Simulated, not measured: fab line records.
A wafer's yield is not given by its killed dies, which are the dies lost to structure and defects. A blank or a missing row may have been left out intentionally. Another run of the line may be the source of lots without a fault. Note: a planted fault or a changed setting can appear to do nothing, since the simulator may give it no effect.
fab line records + flow sky130
[record]
- lots = 15
- wafers = 45
- last_day = 50
route steps=708 shown FIELD_ISO@26 DNWELL@43 PWDE@52 NWELL@78 VT_ADJUST_HVTP@95
lots untouched by any fault: they come from a run of this same line in which no faults occurred
start_h: hours from the record's opening day to when the first of the lot's shown wafers began + wait_h: time in hours since the lot's previous step + " as in the row above + L1.1+2: a single row standing in for several wafers + - no value present, or no start provided + * or withheld: withheld + < > ~ a bound
route shown NAME@n: names a module that has steps shown in the file, with the first one's number in the route + usual: mean and standard deviation over wafers with no fault + same: alike in all rows + chamber/n: place in a boat + sites: per-site readings + _std_site: standard deviation across them + _edge_site: mean of outer sites minus mean of inner sites + radius_mm: how far each site lies from the wafer's centre + mask NAME#n: copy n + behind: the tool/chamber that last shaped the wafer + hold: why the lot was held/for how many hours/how that ended + device: the transistor (n, p or np) that didn't switch + end of line: the route-end tests of the same wafers + step lacking rows: just its recipe + killed: not the wafer's yield, but the dies lost to structure and defects at the first sort + map: shows each die of a wafer: x if killed, . if not, _ if none is there
set.NAME: the setting as run; set.NAME@STEP: as run at that earlier step + model.NAME: the simulator's own value behind a step, which no gauge read
route steps across a sampled set of lots; one table per step, one row per wafer
services: when a tool's chamber went out of use (start_h, in hours from the record's first day, below 0 if earlier), for how many hours, and the reason
[[steps]]
[step SKY_FIELD_ISO_THK_MEAS_25]
[recipe]
- reads = SiO2_of_FIELD_ISO_CVD_24
[usual]
- FIELD_ISO_CVD_24_THK = 598/7.2
| lot.wafer | tool          | chamber | start_h | wait_h | FIELD_ISO_CVD_24_THK[nm] |
|-----------|---------------|---------|---------|--------|--------------------------|
| L259.2    | film_metro-01 | -       | 33.88   | 0.0    | 600                      |
| L259.3    | "             | -       | "       | "      | 596                      |
| L259.5    | "             | -       | "       | "      | 603                      |
| L260.1    | film_metro-04 | -       | 37.95   | 0.0    | 595                      |
| L260.4    | "             | -       | "       | "      | 604                      |
| L260.5    | "             | -       | "       | "      | 610                      |
| L261.1    | film_metro-02 | -       | 46.53   | 0.0    | 600                      |
| L261.4    | "             | -       | "       | "      | 592                      |
| L261.6    | "             | -       | "       | "      | 601                      |
| L262.3    | film_metro-04 | -       | 50.75   | 0.1    | 604                      |
| L262.4    | "             | -       | "       | "      | 607                      |
| L262.5    | "             | -       | "       | "      | 597                      |
| L263.2    | film_metro-01 | -       | 57.78   | 0.0    | 599                      |
| L263.5    | "             | -       | "       | "      | 589                      |
| L263.6    | "             | -       | "       | "      | 595                      |
| L264.1    | film_metro-04 | -       | 64.60   | 0.0    | 589                      |
| L264.2    | "             | -       | "       | "      | 592                      |
| L264.6    | "             | -       | "       | "      | 579                      |
| L265.1    | film_metro-02 | -       | 70.02   | 0.0    | 608                      |
| L265.3    | "             | -       | "       | "      | 612                      |
| L265.4    | "             | -       | "       | "      | 611                      |
| L267.1    | film_metro-02 | -       | 74.09   | 0.0    | 607                      |
| L267.4    | "             | -       | "       | "      | 610                      |
| L267.5    | "             | -       | "       | "      | 605                      |
| L269.1    | film_metro-02 | -       | 87.02   | 0.0    | 612                      |
| L269.2    | "             | -       | "       | "      | 602                      |
| L269.4    | "             | -       | "       | "      | 596                      |
| L270.2    | film_metro-02 | -       | 91.03   | 0.0    | 596                      |
| L270.3    | "             | -       | "       | "      | 593                      |
| L270.5    | "             | -       | "       | "      | 590                      |
| L271.2    | film_metro-02 | -       | 94.45   | 0.0    | 608                      |
| L271.3    | "             | -       | "       | "      | 598                      |
| L271.4    | "             | -       | "       | "      | 606                      |
| L274.1    | film_metro-04 | -       | 108.18  | 0.0    | 586                      |
| L274.3    | "             | -       | "       | "      | 594                      |
| L274.5    | "             | -       | "       | "      | 586                      |
| L277.2    | film_metro-04 | -       | 124.27  | 0.0    | 595                      |
| L277.5    | "             | -       | "       | "      | 588                      |
| L277.6    | "             | -       | "       | "      | 596                      |
| L280.2    | film_metro-01 | -       | 143.45  | 0.0    | 588                      |
| L280.4    | "             | -       | "       | "      | 600                      |
| L280.6    | "             | -       | "       | "      | 596                      |
| L282.1    | film_metro-04 | -       | 151.81  | 0.0    | 592                      |
| L282.3    | "             | -       | "       | "      | 588                      |
| L282.5    | "             | -       | "       | "      | 591                      |
[step SKY_DNWELL_STRIP_08]
[recipe]
- chemistry = O2/N2
- power_w = 1400
- pressure_mtorr = 1500
- platen_temp_c = withheld
- o2_flow_sccm = 3000
- n2_flow_sccm = 300
- overash_fraction = 0.5
[usual]
- chamber_pressure_mTorr = 1500.1/1.3
- drypump_motor_current_A = 5.8/0.52
- oes_product_au = 0.722/0.0045
- strip_time_to_endpoint_s = 36.90/0.11
| lot.wafer | tool            | chamber | start_h | wait_h | chamber_pressure_mTorr | drypump_motor_current_A | oes_product_au | rf_hours_counter_h | strip_time_to_endpoint_s |
|-----------|-----------------|---------|---------|--------|------------------------|-------------------------|----------------|--------------------|--------------------------|
| L259.2    | plasma_asher-03 | 0       | 53.67   | 0.1    | 1499.5                 | 6.1                     | 0.714          | 33                 | 36.84                    |
| L259.3    | "               | 0       | "       | "      | 1499.7                 | 6.1                     | 0.720          | -                  | 36.77                    |
| L259.5    | "               | 1       | "       | "      | 1499.3                 | 5.8                     | 0.725          | -                  | 37.00                    |
| L260.1    | plasma_asher-04 | 1       | 59.98   | 0.1    | 1500.3                 | 5.0                     | 0.723          | 26                 | 36.95                    |
| L260.4    | "               | 0       | "       | "      | 1500.1                 | 6.7                     | 0.715          | -                  | 36.94                    |
| L260.5    | "               | 0       | "       | "      | 1502.2                 | 6.7                     | 0.720          | -                  | 36.91                    |
| L261.1    | plasma_asher-04 | 0       | 67.17   | 0.1    | 1499.1                 | 6.6                     | 0.718          | 27                 | 36.84                    |
| L261.4    | "               | 1       | "       | "      | 1499.1                 | 5.0                     | 0.729          | -                  | 36.84                    |
| L261.6    | "               | 1       | "       | "      | 1501.8                 | 5.0                     | 0.719          | -                  | 36.83                    |
| L262.3    | plasma_asher-03 | 0       | 77.11   | 0.1    | 1504.1                 | 6.1                     | 0.721          | -                  | 36.66                    |
| L262.4    | "               | 1       | "       | "      | 1498.9                 | 5.8                     | 0.718          | -                  | 36.76                    |
| L262.5    | "               | 0       | "       | "      | 1497.8                 | 6.1                     | 0.722          | -                  | 36.67                    |
| L263.2    | plasma_asher-03 | 1       | 83.47   | 0.1    | 1502.9                 | 5.7                     | 0.721          | 36                 | 36.78                    |
| L263.5    | "               | 1       | "       | "      | 1499.5                 | 5.8                     | 0.724          | -                  | 36.88                    |
| L263.6    | "               | 0       | "       | "      | 1501.4                 | 6.1                     | 0.729          | -                  | 36.85                    |
| L264.1    | plasma_asher-03 | 1       | 88.57   | 0.1    | 1498.6                 | 5.8                     | 0.722          | 36                 | 37.10                    |
| L264.2    | "               | 0       | "       | "      | 1500.1                 | 6.1                     | 0.722          | 36                 | 37.09                    |
| L264.6    | "               | 0       | "       | "      | 1501.7                 | 6.1                     | 0.718          | -                  | 37.08                    |
| L265.1    | plasma_asher-01 | 1       | 92.52   | 0.1    | 1501.1                 | 5.4                     | 0.719          | 42                 | 36.93                    |
| L265.3    | "               | 0       | "       | "      | 1500.9                 | 6.0                     | 0.736          | -                  | 37.03                    |
| L265.4    | "               | 1       | "       | "      | 1500.4                 | 5.3                     | 0.718          | -                  | 36.99                    |
| L267.1    | plasma_asher-01 | 0       | 95.92   | 0.1    | 1501.7                 | 5.9                     | 0.720          | 42                 | 37.00                    |
| L267.4    | "               | 1       | "       | "      | 1499.8                 | 5.3                     | 0.713          | -                  | 36.92                    |
| L267.5    | "               | 1       | "       | "      | 1500.5                 | 5.3                     | 0.724          | -                  | 36.91                    |
| L269.1    | plasma_asher-03 | 1       | 109.92  | 0.1    | 1501.3                 | 5.8                     | 0.721          | 39                 | 36.80                    |
| L269.2    | "               | 0       | "       | "      | 1499.5                 | 6.1                     | 0.718          | 39                 | 36.79                    |
| L269.4    | "               | 0       | "       | "      | 1499.5                 | 6.1                     | 0.725          | -                  | 36.79                    |
| L270.2    | plasma_asher-03 | 0       | 113.37  | 0.1    | 1501.7                 | 6.2                     | 0.723          | 39                 | 36.92                    |
| L270.3    | "               | 0       | "       | "      | 1496.6                 | 6.1                     | 0.726          | -                  | 36.81                    |
| L270.5    | "               | 0       | "       | "      | 1500.4                 | 6.1                     | 0.724          | -                  | 36.89                    |
| L271.2    | plasma_asher-04 | 0       | 115.97  | 0.1    | 1500.7                 | 6.7                     | 0.725          | 32                 | 36.74                    |
| L271.3    | "               | 0       | "       | "      | 1500.9                 | 6.7                     | 0.717          | -                  | 36.80                    |
| L271.4    | "               | 1       | "       | "      | 1500.4                 | 5.0                     | 0.728          | -                  | 36.80                    |
| L274.1    | plasma_asher-04 | 1       | 130.57  | 0.1    | 1499.4                 | 5.0                     | 0.712          | 33                 | 36.93                    |
| L274.3    | "               | 0       | "       | "      | 1500.9                 | 6.7                     | 0.724          | -                  | 36.87                    |
| L274.5    | "               | 0       | "       | "      | 1501.2                 | 6.7                     | 0.728          | -                  | 36.85                    |
| L277.2    | plasma_asher-03 | 0       | 150.68  | 0.1    | 1500.7                 | 6.1                     | 0.730          | 43                 | 36.85                    |
| L277.5    | "               | 0       | "       | "      | 1500.2                 | 6.1                     | 0.719          | -                  | 36.87                    |
| L277.6    | "               | 1       | "       | "      | 1499.1                 | 5.8                     | 0.732          | -                  | 36.68                    |
| L280.2    | plasma_asher-04 | 1       | 166.88  | 0.1    | 1499.4                 | 5.0                     | 0.720          | 35                 | 36.80                    |
| L280.4    | "               | 1       | "       | "      | 1500.5                 | 5.0                     | 0.723          | -                  | 36.92                    |
| L280.6    | "               | 0       | "       | "      | 1499.6                 | 6.7                     | 0.719          | -                  | 36.97                    |
| L282.1    | plasma_asher-01 | 0       | 173.57  | 0.1    | 1499.8                 | 6.0                     | 0.718          | 7                  | 36.95                    |
| L282.3    | "               | 0       | "       | "      | 1501.6                 | 6.0                     | 0.722          | -                  | 37.01                    |
| L282.5    | "               | 0       | "       | "      | 1498.6                 | 6.0                     | 0.730          | -                  | 36.92                    |
[step SKY_PWDE_OVL_MEAS_07]
[usual]
- PWDE_OVL = 0.6/1.6
| lot.wafer | tool       | chamber | start_h | wait_h | PWDE_OVL[nm] |
|-----------|------------|---------|---------|--------|--------------|
| L259.2    | overlay-02 | -       | 69.41   | -      | 1.6          |
| L259.3    | "          | -       | "       | "      | -0.2         |
| L259.5    | "          | -       | "       | "      | 1.3          |
| L260.1    | overlay-02 | -       | 75.63   | -      | 3.7          |
| L260.4    | "          | -       | "       | "      | 3.8          |
| L260.5    | "          | -       | "       | "      | 3.3          |
| L261.1    | overlay-01 | -       | 83.82   | -      | -2.1         |
| L261.4    | "          | -       | "       | "      | -0.8         |
| L261.6    | "          | -       | "       | "      | 1.5          |
| L262.3    | overlay-02 | -       | 92.91   | -      | -1.1         |
| L262.4    | "          | -       | "       | "      | -0.7         |
| L262.5    | "          | -       | "       | "      | 0.1          |
| L263.2    | overlay-02 | -       | 100.13  | -      | 2.4          |
| L263.5    | "          | -       | "       | "      | 1.7          |
| L263.6    | "          | -       | "       | "      | 0.4          |
| L264.1    | overlay-02 | -       | 105.83  | -      | -0.8         |
| L264.2    | "          | -       | "       | "      | 0.0          |
| L264.6    | "          | -       | "       | "      | 0.5          |
| L265.1    | overlay-02 | -       | 110.00  | -      | 2.7          |
| L265.3    | "          | -       | "       | "      | -1.1         |
| L265.4    | "          | -       | "       | "      | 1.1          |
| L267.1    | overlay-01 | -       | 114.38  | -      | -2.7         |
| L267.4    | "          | -       | "       | "      | -2.3         |
| L267.5    | "          | -       | "       | "      | -2.0         |
| L269.1    | overlay-02 | -       | 127.03  | -      | 1.1          |
| L269.2    | "          | -       | "       | "      | -0.3         |
| L269.4    | "          | -       | "       | "      | 1.2          |
| L270.2    | overlay-01 | -       | 131.51  | -      | 0.8          |
| L270.3    | "          | -       | "       | "      | 1.1          |
| L270.5    | "          | -       | "       | "      | 2.1          |
| L271.2    | overlay-02 | -       | 134.46  | -      | 2.2          |
| L271.3    | "          | -       | "       | "      | 3.1          |
| L271.4    | "          | -       | "       | "      | 2.0          |
| L274.1    | overlay-01 | -       | 149.47  | -      | -0.2         |
| L274.3    | "          | -       | "       | "      | -0.2         |
| L274.5    | "          | -       | "       | "      | 0.8          |
| L277.2    | overlay-02 | -       | 167.77  | -      | 0.6          |
| L277.5    | "          | -       | "       | "      | -1.4         |
| L277.6    | "          | -       | "       | "      | 0.9          |
| L280.2    | overlay-01 | -       | 187.38  | -      | 0.0          |
| L280.4    | "          | -       | "       | "      | 1.0          |
| L280.6    | "          | -       | "       | "      | 2.3          |
| L282.1    | overlay-02 | -       | 195.95  | -      | 4.2          |
| L282.3    | "          | -       | "       | "      | 3.3          |
| L282.5    | "          | -       | "       | "      | 2.6          |
[step SKY_NWELL_STRIP_25]
[recipe]
- chemistry = O2/N2
- power_w = 1400
- pressure_mtorr = 1500
- platen_temp_c = withheld
- o2_flow_sccm = 3000
- n2_flow_sccm = 300
- overash_fraction = 0.5
[usual]
- chamber_pressure_mTorr = 1500.0/1.2
- drypump_motor_current_A = 5.7/0.5
- oes_product_au = 0.722/0.0043
- strip_time_to_endpoint_s = 36.93/0.1
| lot.wafer | tool            | chamber | start_h | wait_h | chamber_pressure_mTorr | drypump_motor_current_A | oes_product_au | rf_hours_counter_h | strip_time_to_endpoint_s |
|-----------|-----------------|---------|---------|--------|------------------------|-------------------------|----------------|--------------------|--------------------------|
| L259.2    | plasma_asher-04 | 0       | 102.69  | 0.1    | 1497.6                 | 6.7                     | 0.727          | 30                 | 36.92                    |
| L259.3    | "               | 0       | "       | "      | 1498.7                 | 6.7                     | 0.725          | -                  | 36.89                    |
| L259.5    | "               | 0       | "       | "      | 1499.8                 | 6.7                     | 0.714          | -                  | 36.97                    |
| L260.1    | plasma_asher-04 | 1       | 111.11  | 0.1    | 1500.5                 | 5.0                     | 0.720          | 31                 | 36.91                    |
| L260.4    | "               | 0       | "       | "      | 1500.2                 | 6.7                     | 0.722          | -                  | 36.89                    |
| L260.5    | "               | 0       | "       | "      | 1499.9                 | 6.7                     | 0.719          | -                  | 36.86                    |
| L261.1    | plasma_asher-01 | 0       | 119.76  | 0.1    | 1500.6                 | 5.9                     | 0.715          | 0                  | 36.74                    |
| L261.4    | "               | 1       | "       | "      | 1498.3                 | 5.3                     | 0.730          | -                  | 36.81                    |
| L261.6    | "               | 1       | "       | "      | 1501.1                 | 5.3                     | 0.718          | -                  | 36.77                    |
| L262.3    | plasma_asher-04 | 1       | 129.62  | 0.1    | 1500.1                 | 5.0                     | 0.731          | -                  | 37.04                    |
| L262.4    | "               | 0       | "       | "      | 1502.0                 | 6.7                     | 0.724          | -                  | 37.09                    |
| L262.5    | "               | 0       | "       | "      | 1500.5                 | 6.7                     | 0.721          | -                  | 37.07                    |
| L263.2    | plasma_asher-01 | 0       | 136.09  | 0.1    | 1498.4                 | 5.9                     | 0.723          | 2                  | 36.82                    |
| L263.5    | "               | 1       | "       | "      | 1497.3                 | 5.4                     | 0.719          | -                  | 36.77                    |
| L263.6    | "               | 0       | "       | "      | 1499.9                 | 5.9                     | 0.721          | -                  | 36.77                    |
| L264.1    | plasma_asher-02 | 1       | 143.85  | 0.1    | 1502.6                 | 5.7                     | 0.714          | 47                 | 36.91                    |
| L264.2    | "               | 0       | "       | "      | 1499.0                 | 5.6                     | 0.723          | 47                 | 36.88                    |
| L264.6    | "               | 0       | "       | "      | 1500.7                 | 5.6                     | 0.721          | -                  | 36.82                    |
| L265.1    | plasma_asher-02 | 1       | 147.45  | 0.1    | 1501.4                 | 5.7                     | 0.727          | 47                 | 36.95                    |
| L265.3    | "               | 0       | "       | "      | 1501.1                 | 5.7                     | 0.720          | -                  | 37.09                    |
| L265.4    | "               | 1       | "       | "      | 1501.5                 | 5.7                     | 0.718          | -                  | 37.05                    |
| L267.1    | plasma_asher-01 | 0       | 152.46  | 0.1    | 1500.9                 | 6.0                     | 0.718          | 4                  | 36.92                    |
| L267.4    | "               | 1       | "       | "      | 1500.7                 | 5.3                     | 0.719          | -                  | 36.88                    |
| L267.5    | "               | 0       | "       | "      | 1500.2                 | 6.0                     | 0.717          | -                  | 36.85                    |
| L269.1    | plasma_asher-01 | 0       | 164.70  | 0.1    | -                      | -                       | -              | -                  | -                        |
| L269.2    | "               | 1       | "       | "      | -                      | -                       | -              | -                  | -                        |
| L269.4    | "               | 1       | "       | "      | -                      | -                       | -              | -                  | -                        |
| L270.2    | plasma_asher-04 | 1       | 168.30  | 0.1    | -                      | -                       | -              | -                  | -                        |
| L270.3    | "               | 1       | "       | "      | -                      | -                       | -              | -                  | -                        |
| L270.5    | "               | 0       | "       | "      | -                      | -                       | -              | -                  | -                        |
| L271.2    | plasma_asher-04 | 1       | 170.41  | 0.1    | -                      | -                       | -              | -                  | -                        |
| L271.3    | "               | 1       | "       | "      | -                      | -                       | -              | -                  | -                        |
| L271.4    | "               | 0       | "       | "      | -                      | -                       | -              | -                  | -                        |
| L274.1    | plasma_asher-04 | 1       | 187.99  | 0.1    | 1500.9                 | 5.0                     | 0.725          | 37                 | 36.90                    |
| L274.3    | "               | 0       | "       | "      | 1499.6                 | 6.7                     | 0.724          | -                  | 36.90                    |
| L274.5    | "               | 0       | "       | "      | 1501.3                 | 6.7                     | 0.721          | -                  | 36.87                    |
| L277.2    | plasma_asher-01 | 1       | 209.66  | 0.1    | 1502.0                 | 5.4                     | 0.714          | 10                 | 36.86                    |
| L277.5    | "               | 1       | "       | "      | 1499.3                 | 5.3                     | 0.715          | -                  | 36.79                    |
| L277.6    | "               | 0       | "       | "      | 1501.3                 | 6.0                     | 0.724          | -                  | 36.89                    |
| L280.2    | plasma_asher-01 | 0       | 231.65  | 0.1    | 1499.7                 | 6.0                     | 0.721          | 12                 | 37.03                    |
| L280.4    | "               | 0       | "       | "      | 1500.6                 | 6.0                     | 0.725          | -                  | 37.05                    |
| L280.6    | "               | 0       | "       | "      | 1499.8                 | 6.0                     | 0.714          | -                  | 37.02                    |
| L282.1    | plasma_asher-01 | 0       | 240.59  | 0.1    | 1500.0                 | 6.0                     | 0.714          | 13                 | 36.89                    |
| L282.3    | "               | 0       | "       | "      | 1501.2                 | 5.9                     | 0.720          | -                  | 36.91                    |
| L282.5    | "               | 0       | "       | "      | 1502.6                 | 6.0                     | 0.720          | -                  | 36.94                    |
[step SKY_VT_ADJUST_HVTP_STRIP_10]
[recipe]
- chemistry = O2/N2
- power_w = 1400
- pressure_mtorr = 1500
- platen_temp_c = withheld
- o2_flow_sccm = 3000
- n2_flow_sccm = 300
- overash_fraction = 0.5
[usual]
- chamber_pressure_mTorr = 1500.0/1.5
- drypump_motor_current_A = 5.77/0.23
- oes_product_au = 0.716/0.0043
- strip_time_to_endpoint_s = 14.20/0.04
| lot.wafer | tool            | chamber | start_h | wait_h | chamber_pressure_mTorr | drypump_motor_current_A | oes_product_au | rf_hours_counter_h | strip_time_to_endpoint_s |
|-----------|-----------------|---------|---------|--------|------------------------|-------------------------|----------------|--------------------|--------------------------|
| L259.2    | plasma_asher-02 | 1       | 121.51  | 0.1    | 1499.5                 | 5.67                    | 0.717          | 45                 | 14.19                    |
| L259.3    | "               | 1       | "       | "      | 1499.1                 | 5.67                    | 0.718          | -                  | 14.18                    |
| L259.5    | "               | 0       | "       | "      | 1500.7                 | 5.64                    | 0.709          | -                  | 14.20                    |
| L260.1    | plasma_asher-03 | 0       | 130.03  | 0.1    | 1500.7                 | 6.13                    | 0.722          | 41                 | 14.13                    |
| L260.4    | "               | 0       | "       | "      | 1499.3                 | 6.15                    | 0.709          | -                  | 14.12                    |
| L260.5    | "               | 1       | "       | "      | 1502.3                 | 5.77                    | 0.715          | -                  | 14.13                    |
| L261.1    | plasma_asher-01 | 0       | 138.38  | 0.1    | 1495.9                 | 5.95                    | 0.713          | 2                  | 14.19                    |
| L261.4    | "               | 1       | "       | "      | 1499.7                 | 5.33                    | 0.720          | -                  | 14.21                    |
| L261.6    | "               | 1       | "       | "      | 1500.8                 | 5.37                    | 0.714          | -                  | 14.18                    |
| L262.3    | plasma_asher-03 | 1       | 148.51  | 0.1    | 1498.6                 | 5.78                    | 0.724          | -                  | 14.20                    |
| L262.4    | "               | 0       | "       | "      | 1498.4                 | 6.13                    | 0.716          | -                  | 14.19                    |
| L262.5    | "               | 1       | "       | "      | 1500.2                 | 5.78                    | 0.710          | -                  | 14.22                    |
| L263.2    | plasma_asher-03 | 1       | 155.68  | 0.1    | 1500.5                 | 5.76                    | 0.715          | 44                 | 14.17                    |
| L263.5    | "               | 1       | "       | "      | 1501.7                 | 5.77                    | 0.716          | -                  | 14.17                    |
| L263.6    | "               | 0       | "       | "      | 1497.4                 | 6.14                    | 0.715          | -                  | 14.16                    |
| L264.1    | plasma_asher-03 | 1       | 162.78  | 0.1    | 1499.7                 | 5.74                    | 0.711          | 45                 | 14.30                    |
| L264.2    | "               | 0       | "       | "      | 1499.0                 | 6.16                    | 0.718          | 45                 | 14.23                    |
| L264.6    | "               | 0       | "       | "      | 1500.0                 | 6.13                    | 0.711          | -                  | 14.22                    |
| L265.1    | plasma_asher-02 | 0       | 165.88  | 0.1    | 1498.4                 | 5.65                    | 0.718          | 49                 | 14.24                    |
| L265.3    | "               | 1       | "       | "      | 1500.0                 | 5.67                    | 0.711          | -                  | 14.27                    |
| L265.4    | "               | 0       | "       | "      | 1500.0                 | 5.64                    | 0.721          | -                  | 14.23                    |
| L267.1    | plasma_asher-02 | 0       | 169.78  | 0.1    | 1499.7                 | 5.62                    | 0.713          | 50                 | 14.26                    |
| L267.4    | "               | 0       | "       | "      | 1500.3                 | 5.65                    | 0.709          | -                  | 14.19                    |
| L267.5    | "               | 0       | "       | "      | 1501.7                 | 5.63                    | 0.713          | -                  | 14.25                    |
| L269.1    | plasma_asher-01 | 1       | 185.18  | 0.1    | 1500.7                 | 5.32                    | 0.732          | 7                  | 58.88                    |
| L269.2    | "               | 0       | "       | "      | 1497.0                 | 5.95                    | 0.729          | 7                  | 58.71                    |
| L269.4    | "               | 0       | "       | "      | 1503.4                 | 6.00                    | 0.724          | -                  | 58.63                    |
| L270.2    | plasma_asher-01 | 1       | 190.66  | 0.1    | 1501.0                 | 5.32                    | 0.731          | 8                  | 58.82                    |
| L270.3    | "               | 0       | "       | "      | 1500.7                 | 5.95                    | 0.722          | -                  | 58.71                    |
| L270.5    | "               | 0       | "       | "      | 1501.9                 | 5.97                    | 0.731          | -                  | 58.71                    |
| L271.2    | plasma_asher-01 | 0       | 192.68  | 0.1    | 1499.1                 | 5.98                    | 0.728          | 8                  | 58.69                    |
| L271.3    | "               | 1       | "       | "      | 1500.0                 | 5.35                    | 0.736          | -                  | 58.67                    |
| L271.4    | "               | 0       | "       | "      | 1500.5                 | 5.94                    | 0.738          | -                  | 58.63                    |
| L274.1    | plasma_asher-02 | 1       | 209.43  | 0.1    | 1499.8                 | 5.67                    | 0.719          | 53                 | 14.19                    |
| L274.3    | "               | 0       | "       | "      | 1500.0                 | 5.66                    | 0.714          | -                  | 14.21                    |
| L274.5    | "               | 0       | "       | "      | 1502.0                 | 5.66                    | 0.714          | -                  | 14.16                    |
| L277.2    | plasma_asher-02 | 0       | 233.56  | 0.1    | 1498.1                 | 5.66                    | 0.717          | 55                 | 14.26                    |
| L277.5    | "               | 0       | "       | "      | 1501.3                 | 5.66                    | 0.717          | -                  | 14.26                    |
| L277.6    | "               | 1       | "       | "      | 1499.6                 | 5.66                    | 0.719          | -                  | 14.30                    |
| L280.2    | plasma_asher-02 | 0       | 255.38  | 0.1    | 1498.8                 | 5.64                    | 0.713          | 57                 | 14.27                    |
| L280.4    | "               | 0       | "       | "      | 1500.7                 | 5.66                    | 0.718          | -                  | 14.20                    |
| L280.6    | "               | 0       | "       | "      | 1502.2                 | 5.63                    | 0.715          | -                  | 14.21                    |
| L282.1    | plasma_asher-03 | 0       | 264.73  | 0.1    | 1501.0                 | 6.13                    | 0.713          | 55                 | 14.19                    |
| L282.3    | "               | 1       | "       | "      | 1500.7                 | 5.78                    | 0.716          | -                  | 14.20                    |
| L282.5    | "               | 1       | "       | "      | 1500.8                 | 5.77                    | 0.716          | -                  | 14.22                    |
[step SKY_VT_ADJUST_HVTP_TW_MEAS_11]
[usual]
- VT_ADJUST_HVTP_TW = 1353/8.5
| lot.wafer | tool          | chamber | start_h | wait_h | VT_ADJUST_HVTP_TW |
|-----------|---------------|---------|---------|--------|-------------------|
| L259.2    | film_metro-04 | -       | 121.62  | 0.1    | 1362              |
| L259.3    | "             | -       | "       | "      | 1364              |
| L259.5    | "             | -       | "       | "      | 1360              |
| L260.1    | film_metro-04 | -       | 130.13  | 0.1    | 1364              |
| L260.4    | "             | -       | "       | "      | 1361              |
| L260.5    | "             | -       | "       | "      | 1356              |
| L261.1    | film_metro-03 | -       | 138.48  | 0.1    | 1339              |
| L261.4    | "             | -       | "       | "      | 1346              |
| L261.6    | "             | -       | "       | "      | 1346              |
| L262.3    | film_metro-01 | -       | 148.60  | 0.1    | 1352              |
| L262.4    | "             | -       | "       | "      | 1354              |
| L262.5    | "             | -       | "       | "      | 1350              |
| L263.2    | film_metro-01 | -       | 155.79  | 0.1    | 1355              |
| L263.5    | "             | -       | "       | "      | 1352              |
| L263.6    | "             | -       | "       | "      | 1357              |
| L264.1    | film_metro-01 | -       | 162.88  | 0.1    | 1352              |
| L264.2    | "             | -       | "       | "      | 1354              |
| L264.6    | "             | -       | "       | "      | 1356              |
| L265.1    | film_metro-01 | -       | 165.98  | 0.1    | 1347              |
| L265.3    | "             | -       | "       | "      | 1349              |
| L265.4    | "             | -       | "       | "      | 1346              |
| L267.1    | film_metro-03 | -       | 169.88  | 0.1    | 1353              |
| L267.4    | "             | -       | "       | "      | 1352              |
| L267.5    | "             | -       | "       | "      | 1356              |
| L269.1    | film_metro-04 | -       | 185.28  | 0.1    | 30                |
| L269.2    | "             | -       | "       | "      | 30                |
| L269.4    | "             | -       | "       | "      | 30                |
| L270.2    | film_metro-03 | -       | 190.77  | 0.1    | 30                |
| L270.3    | "             | -       | "       | "      | 30                |
| L270.5    | "             | -       | "       | "      | 30                |
| L271.2    | film_metro-03 | -       | 192.79  | 0.1    | 30                |
| L271.3    | "             | -       | "       | "      | 30                |
| L271.4    | "             | -       | "       | "      | 30                |
| L274.1    | film_metro-01 | -       | 209.53  | 0.1    | 1347              |
| L274.3    | "             | -       | "       | "      | 1348              |
| L274.5    | "             | -       | "       | "      | 1353              |
| L277.2    | film_metro-03 | -       | 233.67  | 0.1    | 1339              |
| L277.5    | "             | -       | "       | "      | 1341              |
| L277.6    | "             | -       | "       | "      | 1343              |
| L280.2    | film_metro-03 | -       | 255.49  | 0.1    | 1340              |
| L280.4    | "             | -       | "       | "      | 1341              |
| L280.6    | "             | -       | "       | "      | 1353              |
| L282.1    | film_metro-04 | -       | 264.83  | 0.1    | 1372              |
| L282.3    | "             | -       | "       | "      | 1369              |
| L282.5    | "             | -       | "       | "      | 1368              |
[[services]]
| tool            | chamber | start_h | hours | kind       |
|-----------------|---------|---------|-------|------------|
| plasma_asher-02 | -       | 35.25   | 2.4   | repair     |
| plasma_asher-02 | -       | 107.52  | 0.8   | repair     |
| plasma_asher-02 | -       | 108.40  | 1.6   | repair     |
| plasma_asher-01 | -       | 108.82  | 9.0   | pm         |
| plasma_asher-01 | 0       | 108.82  | 9.0   | vent_cycle |
| plasma_asher-01 | 1       | 108.82  | 9.0   | vent_cycle |
| plasma_asher-01 | 0       | 117.82  | -     | clean      |
| plasma_asher-01 | 1       | 117.82  | -     | clean      |
| plasma_asher-04 | -       | 141.15  | 17.4  | repair     |
| plasma_asher-02 | -       | 157.39  | 2.8   | pm         |
| plasma_asher-02 | -       | 162.48  | 1.5   | repair     |
| plasma_asher-02 | -       | 171.59  | 9.2   | repair     |
| plasma_asher-01 | -       | 260.79  | 1.0   | repair     |
[[key]]
[first_sign]
- step = SKY_NWELL_STRIP_25
- reading = tool_record
- direction = missing
[effect]
- step = SKY_VT_ADJUST_HVTP_STRIP_10
- reading = strip_time_to_endpoint_s
- direction = up
- sigmas = 99+
- usual = *
- struck = *
[effect]
- step = SKY_VT_ADJUST_HVTP_TW_MEAS_11
- reading = VT_ADJUST_HVTP_TW
- direction = down
- sigmas = 99+
- usual = 1353
- struck = 30
met_at SKY_NWELL_STRIP_25
struck_lots L269,L270,L271
sort_left_out L269.1,L269.2,L269.4,L270.2,L270.3,L270.5,L271.2,L271.3,L271.4
tester_left_out L269,L270,L271
not_acting_at SKY_FIELD_ISO_THK_MEAS_25,SKY_DNWELL_STRIP_08,SKY_PWDE_OVL_MEAS_07
onset_between 152.46 164.70
[fault]
- kind = skipped_step_whole
- tool = plasma_asher-01,plasma_asher-04
- chamber = -
- onset_h = 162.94
- steps = SKY_NWELL_STRIP_25
- scope = struck_lots_only
// tester_left_out: of these lots the tester's yield and bins aren't shown, on N5 and GAA mostly nor the transistor test; their killed dies are dies lost to structure and defects alone, not to doping, threshold or leakage, so they don't give the yield
// sort_left_out: the simulated sort isn't trusted on such a fault, so these wafers' sort isn't shown, and their yield isn't known
